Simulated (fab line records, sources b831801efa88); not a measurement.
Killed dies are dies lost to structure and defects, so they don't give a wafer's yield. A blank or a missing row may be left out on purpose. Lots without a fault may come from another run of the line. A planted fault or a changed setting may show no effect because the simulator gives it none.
fab line records | flow sky130
record lots=6 wafers=18 last_day=49
route steps=708 shown GATE_OXIDE@201 POLY_GATE@204 RES_PROTECT@206 PAD_OPEN@708
lots that met no fault: from a run of the same line without faults
start_h: hours from the record's first day to the start of the lot's first wafer shown | wait_h: hours since the lot's step before | " the same as in the row above | L1.1+2: a row that stands for several wafers | - no value, or no start given | * or withheld: withheld | < > ~ a bound
route shown NAME@n: a module of which the file shows steps, and the number in the route of the first | usual: mean/standard deviation of fault-free wafers | same: alike in all rows | chamber/n: place in a boat | sites: the reading at each site | _std_site: their standard deviation | _edge_site: outer sites' mean less inner sites' | radius_mm: how far each site lies from the wafer's centre | mask NAME#n: copy n | behind: the tool/chamber that last shaped the wafer | hold: why the lot was held/for how many hours/how that ended | device: the transistor (n, p or np) that didn't switch | end of line: the same wafers' tests at the end of the route | a step without rows: its recipe alone | killed: dies lost to structure and defects at the first sort, not the wafer's yield | map: a wafer's dies, x killed, . not, _ none there
set.NAME: the setting as run; set.NAME@STEP: as run at that earlier step | model.NAME: the simulator's own value behind a step, which no gauge read
lots at some steps of the route; a table a step, a row a wafer
services: from which hour (start_h, from the record's first day; less than 0 if before it) a tool's chamber was out of use, for how many hours, and why
## steps
# step SKY_GATE_OXIDE_TW_MEAS_14
# usual GATE_OXIDE_TW=223.4/1.2
# columns lot.wafer tool chamber start_h wait_h GATE_OXIDE_TW
L875.2 film_metro-01 - 314.50 0.1 221.3
L875.5 " - " " 220.9
L875.6 " - " " 221.4
L885.1 film_metro-01 - 403.65 0.1 222.9
L885.2 " - " " 223.7
L885.4 " - " " 223.7
L887.1 film_metro-02 - 415.24 0.1 225.7
L887.3 " - " " 224.7
L887.4 " - " " 224.4
L889.3 film_metro-01 - 435.26 0.1 223.9
L889.5 " - " " 224.3
L889.6 " - " " 224.2
L890.1 film_metro-04 - 445.59 0.1 222.4
L890.3 " - " " 222.1
L890.5 " - " " 222.5
L893.4 film_metro-01 - 466.88 0.1 223.8
L893.5 " - " " 222.4
L893.6 " - " " 222.8
# step SKY_GATE_OXIDE_CLEAN_15
# recipe chemistry=SC1/SC2 mix=1:4:20 temp_c=70 time_s=150 dry=n2_spin
# step SKY_GATE_OXIDE_OXIDATION_16
# recipe temp_c=800 ambient=O2 idle_temp_c=700 ramp_up_c_per_min=10 ramp_down_c_per_min=3 stabilise_s=600 purge_s=300 target_thk_a=35.7 ox_time_s=1915
# step SKY_POLY_GATE_CVD_00
# recipe material=poly-Si target_thk_nm=180 temp_c=620 time_s=720 pressure_mtorr=200
# step SKY_POLY_GATE_THK_MEAS_01
# recipe reads=poly-Si_of_POLY_GATE_CVD_00
# usual POLY_GATE_CVD_00_THK=180.2/1.5
# columns lot.wafer tool chamber start_h wait_h POLY_GATE_CVD_00_THK[nm]
L875.2 film_metro-04 - 317.35 0.0 181.9
L875.5 " - " " 182.5
L875.6 " - " " 182.3
L885.1 film_metro-01 - 407.86 0.0 179.9
L885.2 " - " " 180.1
L885.4 " - " " 179.1
L887.1 film_metro-03 - 419.13 0.0 183.1
L887.3 " - " " 181.4
L887.4 " - " " 182.1
L889.3 film_metro-04 - 438.70 0.0 181.5
L889.5 " - " " 182.0
L889.6 " - " " 181.5
L890.1 film_metro-01 - 448.95 0.0 181.0
L890.3 " - " " 179.5
L890.5 " - " " 181.2
L893.4 film_metro-04 - 470.32 0.0 179.5
L893.5 " - " " 178.8
L893.6 " - " " 179.9
# step SKY_RES_PROTECT_DEHYDRATE_00
# recipe temp_c=200 time_s=60
# step SKY_RES_PROTECT_HMDS_01
# recipe prime_time_s=60 prime_temp_c=120
# step SKY_RES_PROTECT_COAT_02
# recipe resist=NOVOLAK spin_rpm=3000 resist_thk_nm=1140
# step SKY_RES_PROTECT_SOFTBAKE_03
# recipe temp_c=88.93 time_s=60 resist=NOVOLAK
# step SKY_RES_PROTECT_EXPOSE_04
# recipe mask_id=RPM na=0.6 source_shape=conventional sigma_outer=0.6 polarization=unpolarized target_cd_nm=1270 dose_mj=131
# step SKY_RES_PROTECT_PEB_05
# recipe temp_c=withheld time_s=* resist=NOVOLAK
# step SKY_RES_PROTECT_DEVELOP_06
# recipe resist=NOVOLAK developer=TMAH develop_time_s=60 dev_temp_c=23
# step SKY_POLY_GATE_IMPLANT_02
# recipe species=P energy_kev=30 dose_cm2=7.7e+15 tilt_deg=0
# usual beam_on_s=32.4/1.4 dose_ions_cm2=7.699e+15/8.5e+12 end_station_pressure_torr=1.17e-05/7.1e-07 faraday_current_uA=13101/540
# columns lot.wafer tool chamber start_h wait_h beam_on_s dose_ions_cm2 end_station_pressure_torr faraday_current_uA
L875.2 implanter-01 0 342.97 0.1 30.7 7.696e+15 1.22e-05 13730
L875.5 " 0 " " 30.8 7.696e+15 1.22e-05 13744
L875.6 " 0 " " 30.8 7.704e+15 1.2e-05 13695
L885.1 implanter-04 0 437.69 0.1 31.7 7.711e+15 1.09e-05 13373
L885.2 " 0 " " 31.3 7.719e+15 1.14e-05 13507
L885.4 " 0 " " 32.3 7.724e+15 1.16e-05 13111
L887.1 implanter-04 0 448.49 0.1 9.6 7.59e+14 8.5e-06 4419
L887.3 " 0 " " 10.1 7.68e+14 8.5e-06 4241
L887.4 " 0 " " 10.4 7.55e+14 8.8e-06 4131
L889.3 implanter-04 0 465.69 0.1 9.9 7.69e+14 8.2e-06 4325
L889.5 " 0 " " 9.9 7.73e+14 9.1e-06 4280
L889.6 " 0 " " 10.2 7.61e+14 7.7e-06 4214
L890.1 implanter-01 0 478.85 0.1 31.0 7.695e+15 1.34e-05 13592
L890.3 " 0 " " 30.4 7.698e+15 1.17e-05 13904
L890.5 " 0 " " 30.4 7.695e+15 1.18e-05 13928
L893.4 implanter-01 0 501.69 0.1 31.4 7.711e+15 1.22e-05 13547
L893.5 " 0 " " 30.4 7.707e+15 1.22e-05 13910
L893.6 " 0 " " 30.3 7.705e+15 1.24e-05 13877
# step SKY_RES_PROTECT_STRIP_07
# recipe chemistry=O2/N2 power_w=1400 pressure_mtorr=1500 platen_temp_c=withheld o2_flow_sccm=3000 n2_flow_sccm=300 overash_fraction=0.5
# usual drypump_motor_current_A=5.7/0.41 oes_product_au=0.519/0.0044 strip_time_to_endpoint_s=23.32/0.038
# columns lot.wafer tool chamber start_h wait_h drypump_motor_current_A oes_product_au rf_hours_counter_h strip_time_to_endpoint_s
L875.2 plasma_asher-04 0 343.09 0.1 5.8 0.520 53 23.29
L875.5 " 1 " " 6.2 0.518 - 23.33
L875.6 " 0 " " 5.9 0.523 - 23.29
L885.1 plasma_asher-01 1 437.84 0.1 5.0 0.526 34 23.40
L885.2 " 0 " " 5.5 0.525 34 23.33
L885.4 " 0 " " 5.5 0.524 - 23.36
L887.1 plasma_asher-04 1 448.64 0.1 6.2 0.671 66 15.25
L887.3 " 0 " " 5.8 0.670 - 15.26
L887.4 " 1 " " 6.2 0.678 - 15.25
L889.3 plasma_asher-03 0 465.82 0.1 5.5 0.670 - 15.20
L889.5 " 0 " " 5.5 0.671 - 15.21
L889.6 " 1 " " 5.3 0.668 - 15.24
L890.1 plasma_asher-04 1 479.00 0.1 6.2 0.516 69 23.33
L890.3 " 1 " " 6.2 0.519 - 23.29
L890.5 " 0 " " 5.9 0.518 - 23.35
L893.4 plasma_asher-04 1 501.80 0.1 6.2 0.523 - 23.38
L893.5 " 1 " " 6.2 0.519 - 23.33
L893.6 " 0 " " 5.8 0.521 - 23.31
# step SKY_RES_PROTECT_TW_MEAS_08
# usual POLY_GATE_TW=4045/30
# columns lot.wafer tool chamber start_h wait_h POLY_GATE_TW
L875.2 film_metro-03 - 343.20 0.1 4068
L875.5 " - " " 4054
L875.6 " - " " 4081
L885.1 film_metro-03 - 437.94 0.1 4074
L885.2 " - " " 4073
L885.4 " - " " 4082
L887.1 film_metro-02 - 448.74 0.1 2821
L887.3 " - " " 2812
L887.4 " - " " 2804
L889.3 film_metro-03 - 465.91 0.1 2842
L889.5 " - " " 2851
L889.6 " - " " 2849
L890.1 film_metro-04 - 479.10 0.1 4042
L890.3 " - " " 4018
L890.5 " - " " 4008
L893.4 film_metro-02 - 501.89 0.1 4038
L893.5 " - " " 4040
L893.6 " - " " 4043
# step SKY_RES_PROTECT_CLEAN_09
# recipe chemistry=SC1/SC2 mix=1:4:20 temp_c=70 time_s=150 dry=n2_spin
# step SKY_PAD_OPEN_PROBE_99
# usual killed_at_M0_to_M3=43/7.3 killed_at_M4_up=3.5/2.2 killed_at_contacts=24/5.3 killed_at_front_end=15/4.2 killed_at_other=0.3/0.67 killed_dies=86/9.8 killed_open=47/7.2 killed_short=39/6.5
# same gross_dies=492 killed_at_back_side=0
# columns lot.wafer tool chamber start_h wait_h killed_at_M0_to_M3 killed_at_M4_up killed_at_contacts killed_at_front_end killed_at_other killed_dies killed_open killed_short model.etest.licon_poly.rc_ohm model.etest.res_poly.line_ohm_um model.etest.res_poly.rs_ohm_sq model.etest.nfet_16v.r_on_ohm_um model.etest.ring_1v8.delay_ps model.etest.ring_5v.delay_ps model.etest.nfet_01v8.r_on_ohm_um model.etest.nfet_01v8_swapped.drive_ua_um
L875.2 prober-02 - 1077.07 0.1 36 5 20 15 2 78 42 36 151.5 511.6 48.59 1.395e+04 21.12 45.61 831.9 514.4
L875.5 prober-02 - 1077.22 0.2 43 2 35 15 0 95 54 41 151.9 492.8 48.82 1.403e+04 21.48 45.93 819.5 518.8
L875.6 prober-02 - 1077.27 0.2 43 5 23 12 0 83 44 39 155.9 544.3 48.27 1.386e+04 19.82 45.02 791.9 533.1
L885.1 prober-02 - 1157.11 0.1 35 2 43 23 0 103 53 48 155.6 519.2 47.63 1.402e+04 20.53 44.51 819.3 516.6
L885.2 prober-02 - 1157.16 0.1 44 2 16 12 0 74 38 36 154.9 526.6 47.6 1.394e+04 20.5 44.72 820.8 509.1
L885.4 prober-02 - 1157.26 0.2 41 4 27 21 0 93 49 44 155.2 514.2 47.82 1.393e+04 20.91 44.97 831.3 507.8
L887.1 prober-02 - 1158.61 0.1 44 3 31 19 0 97 46 51 1.412e+05 8466 840.9 1.463e+04 450.8 471.5 1011 389.6
L887.3 prober-02 - 1158.71 0.2 47 2 32 15 0 96 45 51 1.406e+05 9238 854.9 1.445e+04 448 468.9 994.9 388.6
L887.4 prober-02 - 1158.76 0.2 38 3 17 10 0 68 36 32 1.548e+05 9352 881.4 1.455e+04 491.1 510.7 1010 390.3
L889.3 prober-01 - 1160.21 0.2 49 4 23 13 0 89 42 45 1.244e+05 8694 838.4 1.476e+04 399.9 418.8 1026 384.8
L889.5 prober-01 - 1160.31 0.2 43 7 21 18 0 89 46 43 1.31e+05 8929 857.2 1.49e+04 419.8 439.3 1026 379.9
L889.6 prober-01 - 1160.36 0.2 43 7 27 17 0 94 48 46 1.201e+05 8489 841.8 1.495e+04 387.5 406.4 1008 384.7
L890.1 prober-01 - 1168.40 0.1 43 2 20 19 0 84 49 35 148 562.9 47.82 1.404e+04 20.01 43.98 802.7 524.9
L890.3 prober-01 - 1168.50 0.2 43 5 23 22 0 93 54 39 152.3 523.7 48.6 1.399e+04 21.36 44.34 842.3 510.1
L890.5 prober-01 - 1168.60 0.2 44 1 33 11 1 90 54 36 159 527.5 48.14 1.405e+04 21.1 45.02 851.6 504
L893.4 prober-02 - 1179.05 0.2 40 5 22 15 0 82 54 28 149.2 485.1 48.19 1.395e+04 21.91 44 863.7 483.3
L893.5 prober-02 - 1179.10 0.2 53 3 22 21 0 99 49 50 146 509.4 47.6 1.402e+04 21.12 44.61 846.2 496.4
L893.6 prober-02 - 1179.15 0.2 44 1 20 9 0 74 33 41 144.8 533.5 48.03 1.403e+04 20.24 44.19 816 514
# killed by level:class
L875.2 VIA1:geometric_particle:open=9 VIA3:geometric_particle:open=7 LI_CONTACT:geometric_particle:open=6 LOCAL_INTERCONNECT:geometric_particle:short=6 FIELD_ISO:geometric_particle:short=5 CONTACT:geometric_particle:open=5 METAL1:geometric_particle:short=4 METAL3:geometric_particle:short=4
L875.5 CONTACT:geometric_particle:open=12 VIA1:geometric_particle:open=11 LI_CONTACT:geometric_particle:open=8 CONTACT:geometric_particle:short=8 METAL1:geometric_particle:short=7 METAL1:geometric_particle:open=6 LOCAL_INTERCONNECT:geometric_particle:short=5 FIELD_ISO:geometric_particle:open=4
L875.6 VIA1:geometric_particle:open=13 CONTACT:geometric_particle:open=7 FIELD_ISO:geometric_particle:short=6 CONTACT:geometric_particle:short=6 VIA2:geometric_particle:open=6 METAL1:geometric_particle:short=5 VIA1:geometric_particle:short=5 LI_CONTACT:geometric_particle:open=4
L885.1 CONTACT:geometric_particle:open=15 FIELD_ISO:geometric_particle:open=9 LI_CONTACT:geometric_particle:open=9 CONTACT:geometric_particle:short=9 VIA3:geometric_particle:open=7 FIELD_ISO:geometric_particle:short=5 LI_CONTACT:geometric_particle:short=5 LOCAL_INTERCONNECT:geometric_particle:short=5
L885.2 VIA1:geometric_particle:open=13 CONTACT:geometric_particle:open=6 METAL2:geometric_particle:short=6 VIA3:geometric_particle:open=6 METAL1:geometric_particle:short=5 FIELD_ISO:geometric_particle:short=4 VIA2:geometric_particle:open=4 POLY_GATE:geometric_particle:short=3
L885.4 VIA2:geometric_particle:open=8 CONTACT:geometric_particle:short=8 CONTACT:geometric_particle:open=8 METAL1:geometric_particle:short=8 VIA3:geometric_particle:open=8 POLY_GATE:geometric_particle:open=6 FIELD_ISO:geometric_particle:open=5 LI_CONTACT:geometric_particle:open=5
L887.1 CONTACT:geometric_particle:open=10 VIA1:geometric_particle:open=9 METAL2:geometric_particle:short=9 LI_CONTACT:geometric_particle:open=8 METAL1:geometric_particle:short=7 CONTACT:geometric_particle:short=7 VIA3:geometric_particle:open=7 FIELD_ISO:geometric_particle:short=6
L887.3 VIA2:geometric_particle:open=10 VIA1:geometric_particle:open=9 LI_CONTACT:geometric_particle:open=7 LOCAL_INTERCONNECT:geometric_particle:short=7 CONTACT:geometric_particle:short=7 METAL2:geometric_particle:short=7 POLY_GATE:geometric_particle:short=5 LI_CONTACT:geometric_particle:short=5
L887.4 VIA3:geometric_particle:open=10 LI_CONTACT:geometric_particle:open=7 METAL1:geometric_particle:short=6 VIA2:geometric_particle:open=6 METAL2:geometric_particle:short=6 FIELD_ISO:geometric_particle:open=4 VIA2:geometric_particle:short=4 METAL4:geometric_particle:short=3
L889.3 VIA1:geometric_particle:open=9 VIA1:geometric_particle:short=9 LI_CONTACT:geometric_particle:open=7 VIA3:geometric_particle:open=7 VIA2:geometric_particle:open=5 LI_CONTACT:geometric_particle:short=5 METAL2:geometric_particle:short=5 POLY_GATE:geometric_particle:open=4
L889.5 CONTACT:geometric_particle:open=13 VIA1:geometric_particle:open=12 METAL4:geometric_particle:short=7 FIELD_ISO:geometric_particle:short=6 VIA3:geometric_particle:open=6 FIELD_ISO:geometric_particle:open=5 METAL1:geometric_particle:short=5 VIA2:geometric_particle:open=5
L889.6 CONTACT:geometric_particle:open=11 VIA1:geometric_particle:open=10 LI_CONTACT:geometric_particle:open=8 METAL2:geometric_particle:short=7 FIELD_ISO:geometric_particle:short=6 VIA3:geometric_particle:short=5 VIA2:geometric_particle:open=5 METAL4:geometric_particle:short=5
L890.1 VIA1:geometric_particle:open=17 CONTACT:geometric_particle:open=7 FIELD_ISO:geometric_particle:open=5 VIA3:geometric_particle:open=5 VIA2:geometric_particle:open=5 POLY_GATE:geometric_particle:short=4 LOCAL_INTERCONNECT:geometric_particle:short=4 CONTACT:geometric_particle:short=4
L890.3 VIA1:geometric_particle:open=15 FIELD_ISO:geometric_particle:open=8 CONTACT:geometric_particle:open=8 VIA3:geometric_particle:open=5 POLY_GATE:geometric_particle:short=5 POLY_GATE:geometric_particle:open=5 LOCAL_INTERCONNECT:geometric_particle:short=5 METAL1:geometric_particle:short=5
L890.5 VIA1:geometric_particle:open=13 CONTACT:geometric_particle:open=12 CONTACT:geometric_particle:short=10 METAL1:geometric_particle:short=6 METAL2:geometric_particle:short=6 VIA3:geometric_particle:open=6 LI_CONTACT:geometric_particle:open=5 VIA2:geometric_particle:open=5
L893.4 CONTACT:geometric_particle:open=11 VIA1:geometric_particle:open=9 LI_CONTACT:geometric_particle:open=8 METAL2:geometric_particle:short=6 FIELD_ISO:geometric_particle:open=5 VIA2:geometric_particle:open=5 VIA3:geometric_particle:open=5 POLY_GATE:geometric_particle:short=3
L893.5 VIA1:geometric_particle:open=12 METAL1:geometric_particle:short=8 POLY_GATE:geometric_particle:open=6 LI_CONTACT:geometric_particle:open=6 CONTACT:geometric_particle:open=6 VIA1:geometric_particle:short=6 METAL2:geometric_particle:short=6 POLY_GATE:geometric_particle:short=5
L893.6 METAL2:geometric_particle:short=10 CONTACT:geometric_particle:open=8 VIA1:geometric_particle:short=8 METAL1:geometric_particle:short=7 VIA2:geometric_particle:open=6 VIA1:geometric_particle:open=6 VIA3:geometric_particle:open=6 LOCAL_INTERCONNECT:geometric_particle:short=4
## services
# columns tool chamber start_h hours kind
implanter-01 - 319.96 1.4 repair
plasma_asher-03 - 321.34 79.3 repair
implanter-04 - 325.08 1.8 pm
implanter-01 - 346.67 1.7 pm
implanter-01 - 354.61 4.1 repair
implanter-01 - 369.64 9.2 repair
plasma_asher-03 - 386.16 2.4 repair
plasma_asher-03 - 412.70 9.3 repair
plasma_asher-04 - 430.45 1.8 repair
plasma_asher-03 - 432.30 28.1 pm
implanter-01 - 442.91 4.0 pm
implanter-04 - 457.13 2.2 repair
plasma_asher-03 - 472.60 0.9 repair
plasma_asher-03 - 476.25 3.1 repair
plasma_asher-03 - 486.35 1.4 repair
implanter-04 - 489.83 14.7 pm
## key
first_sign step=SKY_POLY_GATE_IMPLANT_02 reading=dose_ions_cm2 direction=down sigmas=99+ usual=* struck=*
effect step=SKY_POLY_GATE_IMPLANT_02 reading=faraday_current_uA direction=down sigmas=16 usual=13101 struck=4268
effect step=SKY_RES_PROTECT_STRIP_07 reading=strip_time_to_endpoint_s direction=down sigmas=99+ usual=* struck=*
effect step=SKY_RES_PROTECT_TW_MEAS_08 reading=POLY_GATE_TW direction=down sigmas=41 usual=4045 struck=2830
model_effect step=SKY_PAD_OPEN_PROBE_99 value=etest.licon_poly.rc_ohm without=154.6 struck=1.354e+05
met_at SKY_POLY_GATE_IMPLANT_02
struck_wafers L887.1,L887.3,L887.4,L889.3,L889.5,L889.6
tester_left_out L887,L889
onset_between 437.69 448.49
fault kind=process_parameter_drift tool=implanter-04 chamber=- onset_h=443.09 steps=SKY_POLY_GATE_IMPLANT_02 channel=dose_cm2 offset=* shape=step end_h=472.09 acts_in=* stated=*
# tester_left_out: of these lots the tester's yield and bins aren't shown, on N5 and GAA mostly nor the transistor test; their killed dies are dies lost to structure and defects alone, not to doping, threshold or leakage, so they don't give the yield
